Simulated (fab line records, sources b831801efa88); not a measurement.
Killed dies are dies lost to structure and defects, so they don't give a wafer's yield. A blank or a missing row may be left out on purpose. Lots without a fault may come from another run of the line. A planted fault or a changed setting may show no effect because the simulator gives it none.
Which tool did it? | flow sky130 | 13 lots, 39 wafers sampled, at 4 steps of a route of 708

WHAT THE GAUGES READ, wafer by wafer
SKY_METAL5_RS_MEAS_05: measures by four-point-probe. Usual: METAL5_ALCU_RS 0.0271 ohm/sq, standard deviation 0.00037.
lot  | measured     | on            | METAL5_ALCU_RS (ohm/sq) | flag
L706 | day 43 06:52 | film_metro-01 | 0.0276 0.0276 0.0270    |
L707 | day 43 08:16 | film_metro-01 | 0.0272 0.0271 0.0270    |
L708 | day 43 18:32 | film_metro-01 | 0.0274 0.0274 0.0277    |
L709 | day 43 22:09 | film_metro-01 | 0.0269 0.0271 0.0273    |
L710 | day 44 03:56 | film_metro-03 | 0.0266 0.0267 0.0267    |
L712 | day 45 03:17 | film_metro-03 | 0.0264 0.0270 0.0269    |
L718 | day 46 09:37 | film_metro-04 | 0.0269 0.0269 0.0268    |
L719 | day 46 15:01 | film_metro-04 | 0.0270 0.0273 0.0273    |
L721 | day 47 02:35 | film_metro-03 | 0.0266 0.0273 0.0274    |
L722 | day 47 02:57 | film_metro-01 | 0.0274 0.0277 0.0273    |
L724 | day 47 21:25 | film_metro-04 | 0.0273 0.0267 0.0270    |
L727 | day 48 16:58 | film_metro-04 | 0.0273 0.0271 0.0271    |
L729 | day 48 22:46 | film_metro-01 | 0.0266 0.0272 0.0271    |

SKY_PASSIVATION_THK_MEAS_01. Usual: PASSIVATION_CVD_00_THK 90.3 nm, standard deviation 1.6.
lot  | measured     | on            | PASSIVATION_CVD_00_THK (nm) | flag
L706 | day 44 06:40 | film_metro-04 | 88.7 91.4 91.5              |
L707 | day 44 07:22 | film_metro-01 | 89.6 90.4 92.3              |
L708 | day 44 18:05 | film_metro-04 | 88.2 90.3 90.4              |
L709 | day 44 20:53 | film_metro-01 | 90.5 88.7 89.9              |
L710 | day 45 03:01 | film_metro-04 | 91.8 88.7 92.6              |
L712 | day 46 02:47 | film_metro-02 | 87.0 88.9 89.4              |
L718 | day 47 06:44 | film_metro-01 | 88.7 91.0 92.3              |
L719 | day 47 11:35 | film_metro-01 | 91.7 93.3 91.1              |
L721 | day 47 23:32 | film_metro-04 | 91.8 90.8 91.6              |
L722 | day 47 23:43 | film_metro-01 | 87.9 89.5 88.9              |
L724 | day 48 16:49 | film_metro-01 | 89.2 91.6 92.4              |
L727 | day 49 11:41 | film_metro-04 | 89.1 89.5 90.8              |
L729 | day 49 16:38 | film_metro-01 | 90.2 90.6 92.1              |

WHICH TOOL RAN EACH LOT (tool, then ch and the chambers of the sampled wafers, then the start)
lot  | SKY_FIELD_ISO_CMP_27         | SKY_METAL5_SPUTTER_02
L706 | cmp-01 ch 1,2, day 2 12:42   | pvd_sputter-01, day 43 06:44
L707 | cmp-01 ch 0,1,3, day 2 14:21 | pvd_sputter-03, day 43 08:07
L708 | cmp-01 ch 0,3, day 2 20:04   | pvd_sputter-03, day 43 18:25
L709 | cmp-02 ch 0,1,3, day 3 00:49 | pvd_sputter-02, day 43 22:01
L710 | cmp-02 ch 1,2, day 3 07:00   | pvd_sputter-03, day 44 03:49
L712 | cmp-02 ch 1,2,3, day 3 18:03 | pvd_sputter-01, day 45 03:10
L718 | cmp-02 ch 0,1,2, day 4 23:45 | pvd_sputter-02, day 46 09:29
L719 | cmp-01 ch 0,1, day 5 05:04   | pvd_sputter-03, day 46 14:52
L721 | cmp-01 ch 1,2, day 5 14:45   | pvd_sputter-01, day 47 02:28
L722 | cmp-01 ch 0,1, day 5 18:28   | pvd_sputter-03, day 47 02:46
L724 | cmp-01 ch 0,3, day 6 04:52   | pvd_sputter-02, day 47 21:18
L727 | cmp-01 ch 0,2,3, day 6 23:47 | pvd_sputter-03, day 48 16:49
L729 | cmp-01 ch 0,1,3, day 7 11:22 | pvd_sputter-02, day 48 22:39
- SKY_FIELD_ISO_CMP_27: polishes, stops on Si3N4, t overpolish 16 s, target thk 457.8 nm.
- SKY_METAL5_SPUTTER_02: material AlCu, target thk 1150 nm, time 61.2 s.

WHAT THE TOOLS THEMSELVES READ (means of the sampled wafers that have a number; where no wafer has one, the mark that the record gives instead)
SKY_FIELD_ISO_CMP_27. Usual: edge_zone_pressure_frac 1.000, standard deviation 0.0052; motor_current_A 12.2 A, standard deviation 1.2; overpolish_run_s 15.999 s, standard deviation 0.0093; time_to_endpoint_s 108 s, standard deviation 4.7.
lot  | tool   | edge_zone_pressure_frac | motor_current_A (A) | overpolish_run_s (s) | time_to_endpoint_s (s) | flag
L706 | cmp-01 | 1.002                   | 12.4                | 15.989               | 112                    |
L707 | cmp-01 | 0.999                   | 12.8                | 16.001               | 106                    |
L708 | cmp-01 | 1.002                   | 12.0                | 16.009               | 110                    |
L709 | cmp-02 | 1.002                   | 11.8                | 15.996               | 110                    |
L710 | cmp-02 | 1.001                   | 12.9                | 15.993               | 115                    |
L712 | cmp-02 | 1.003                   | 12.5                | 16.003               | 112                    |
L718 | cmp-02 | 1.004                   | 12.2                | 16.001               | 103                    |
L719 | cmp-01 | 0.995                   | 11.6                | 15.994               | 110                    |
L721 | cmp-01 | 0.997                   | 12.5                | 16.004               | 108                    |
L722 | cmp-01 | 0.999                   | 11.4                | 16.010               | 107                    |
L724 | cmp-01 | 1.001                   | 11.6                | 15.995               | 106                    |
L727 | cmp-01 | 1.004                   | 12.4                | 15.994               | 108                    |
L729 | cmp-01 | 0.998                   | 12.3                | 15.995               | 108                    |

SKY_METAL5_SPUTTER_02. Usual: throttle_valve_pct 29.6 %, standard deviation 0.89.
lot  | tool           | throttle_valve_pct (%) | flag
L706 | pvd_sputter-01 | 30.4                   |
L707 | pvd_sputter-03 | 30.3                   |
L708 | pvd_sputter-03 | 29.5                   |
L709 | pvd_sputter-02 | 29.0                   |
L710 | pvd_sputter-03 | 28.7                   |
L712 | pvd_sputter-01 | 30.5                   |
L718 | pvd_sputter-02 | 29.5                   |
L719 | pvd_sputter-03 | 28.7                   |
L721 | pvd_sputter-01 | 29.7                   |
L722 | pvd_sputter-03 | 28.7                   |
L724 | pvd_sputter-02 | 29.7                   |
L727 | pvd_sputter-03 | 30.3                   |
L729 | pvd_sputter-02 | 29.6                   |

THE ANSWER, worked out from the rows above alone
Rule: a lot is off if the mean of its wafers that have a number lies more than 3 standard deviations from the usual mean. A lot without any number at a reading at which 4 lots or more have one is off too. The other lots that the step has rows for count as sound. The gauges are gone through in route order, then the tools' own readings, and for those a lot's mean is taken as printed above. The first step at which some lot is off is used, and at that step the reading that is off furthest; a lot without a number counts as furthest.
No lot is off at any reading shown: from this, nothing can be told.

WHAT THE SIMULATOR HAD PUT IN
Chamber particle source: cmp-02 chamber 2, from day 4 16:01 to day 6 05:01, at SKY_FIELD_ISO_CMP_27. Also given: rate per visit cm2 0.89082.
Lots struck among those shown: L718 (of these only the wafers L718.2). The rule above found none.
